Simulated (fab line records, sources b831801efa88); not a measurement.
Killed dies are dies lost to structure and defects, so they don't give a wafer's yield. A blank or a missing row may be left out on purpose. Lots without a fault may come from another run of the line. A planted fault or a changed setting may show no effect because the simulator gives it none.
Split-lot experiment | flow sfq_line | 5 lots, 23 wafers read, on a route of 325 steps

THE SPLIT
At SFQ_TRILAYER_I6_VIA_LITHO_COAT_174 (resist thk 62 nm), the setting spin_rpm was moved away from the recipe's 3000 rpm on 5 of the 23 wafers read, by +5.3% to +5.8%. The other wafers ran this setting at the recipe's value.

The reading is taken at the split's own step.

THE READING
BARC_of_TRILAYER_I6_VIA_LITHO_COAT_174.thk_nm (the simulator's own value, which no gauge read), in nm, at SFQ_TRILAYER_I6_VIA_LITHO_COAT_174 (resist thk 62 nm). The file gives no usual value for it. The 18 wafers here that ran the recipe average 62.14 nm, standard deviation 0.15 nm.

wafer  | tool, chamber at the split | spin_rpm as run, rpm | against the recipe | BARC_of_TRILAYER_I6_VIA_LITHO_COAT_174.thk_nm, nm | against lot-mates on the recipe
L077.1 | litho_track-01, 0          | 3159                 | +5.3%              | 60.24                                             | -1.65
L077.2 | litho_track-01, 0          | 3159                 | +5.3%              | 60.17                                             | -1.72
L077.3 | litho_track-01, 0          | 3000                 | recipe             | 61.92                                             | -
L077.4 | litho_track-01, 0          | 3159                 | +5.3%              | 60.03                                             | -1.86
L077.5 | litho_track-01, 0          | 3000                 | recipe             | 61.85                                             | -
L078.1 | litho_track-02, 0          | 3000                 | recipe             | 62.23                                             | -
L078.4 | litho_track-02, 0          | 3000                 | recipe             | 62.23                                             | -
L078.2 | litho_track-02, 0          | 3000                 | recipe             | 62.2                                              | -
L078.3 | litho_track-02, 0          | 3000                 | recipe             | 62.27                                             | -
L078.6 | litho_track-02, 0          | 3000                 | recipe             | 62.17                                             | -
L079.1 | litho_track-02, 0          | 3000                 | recipe             | 62.14                                             | -
L079.2 | litho_track-02, 0          | 3000                 | recipe             | 62.17                                             | -
L079.3 | litho_track-02, 0          | 3000                 | recipe             | 62.17                                             | -
L079.4 | litho_track-02, 0          | 3000                 | recipe             | 62.18                                             | -
L079.6 | litho_track-02, 0          | 3000                 | recipe             | 62.4                                              | -
L081.1 | litho_track-01, 0          | 3000                 | recipe             | 62.05                                             | -
L081.6 | litho_track-01, 0          | 3000                 | recipe             | 62.05                                             | -
L081.2 | litho_track-01, 0          | 3000                 | recipe             | 61.91                                             | -
L081.4 | litho_track-01, 0          | 3175                 | +5.8%              | 60.13                                             | -1.87
L081.5 | litho_track-01, 0          | 3175                 | +5.8%              | 60.22                                             | -1.78
L085.3 | litho_track-03, 0          | 3000                 | recipe             | 62.09                                             | -
L085.4 | litho_track-03, 0          | 3000                 | recipe             | 62                                                | -
L085.6 | litho_track-03, 0          | 3000                 | recipe             | 62.44                                             | -

THE FIT
A straight line over all 23 wafers: BARC_of_TRILAYER_I6_VIA_LITHO_COAT_174.thk_nm changes by -0.358 nm for each +1% of spin_rpm; r = -0.98; the points scatter about the line by 0.16 nm.
The same after taking each lot's own level away (the mean of its wafers on the recipe; 23 wafers): -0.321 nm for each +1%; r = -0.99; scatter 0.1 nm.
On that fit, the largest move of spin_rpm shifts the reading by 1.9 nm.
The lots' own levels span 61.885 to 62.220 nm, that is 2.2 times the standard deviation above.
So the lot-to-lot level changes the slope: the two fits differ.
Check: with one of the wafers moved furthest among these (+5.8%) left out of the fit, the line predicts -1.88 nm for it against its lot-mates. It came out at -1.87 nm against them.

OTHER SPLITS ON THESE WAFERS
These wafers also went through other splits before the reading. Each is held against what the fit with the lots' levels taken away leaves over:
other split on the same wafers                  | wafers away from the commonest value | r with BARC_of_TRILAYER_I6_VIA_LITHO_COAT_174.thk_nm (lot level and that fit taken away)
SFQ_TRILAYER_M5_LITHO_COAT_123 resist_thk_nm    | 6                                    | -0.04
SFQ_TRILAYER_M5_ETCH_METAL_ETCH_126 time_s      | 10                                   | -0.15
SFQ_TRILAYER_R5_DEP_SPUTTER_133 time_s          | 9                                    | -0.05
SFQ_TRILAYER_R5_LITHO_COAT_141 spin_rpm         | 5                                    | -0.03
SFQ_TRILAYER_I5_LITHO_PEB_147 peb_temp_c        | 8                                    | -0.11
SFQ_TRILAYER_I5_BARC_OPEN_VIA_ETCH_200 time_s   | 5                                    | -0.10
SFQ_TRILAYER_C5_BARC_OPEN_VIA_ETCH_210 source_w | 10                                   | +0.10
SFQ_TRILAYER_M6_LITHO_COAT_164 spin_rpm         | 10                                   | -0.18

THE FILE'S OWN FIT
BARC_of_TRILAYER_I6_VIA_LITHO_COAT_174.thk_nm changes by -0.32 nm for each +1% of spin_rpm, r = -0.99.
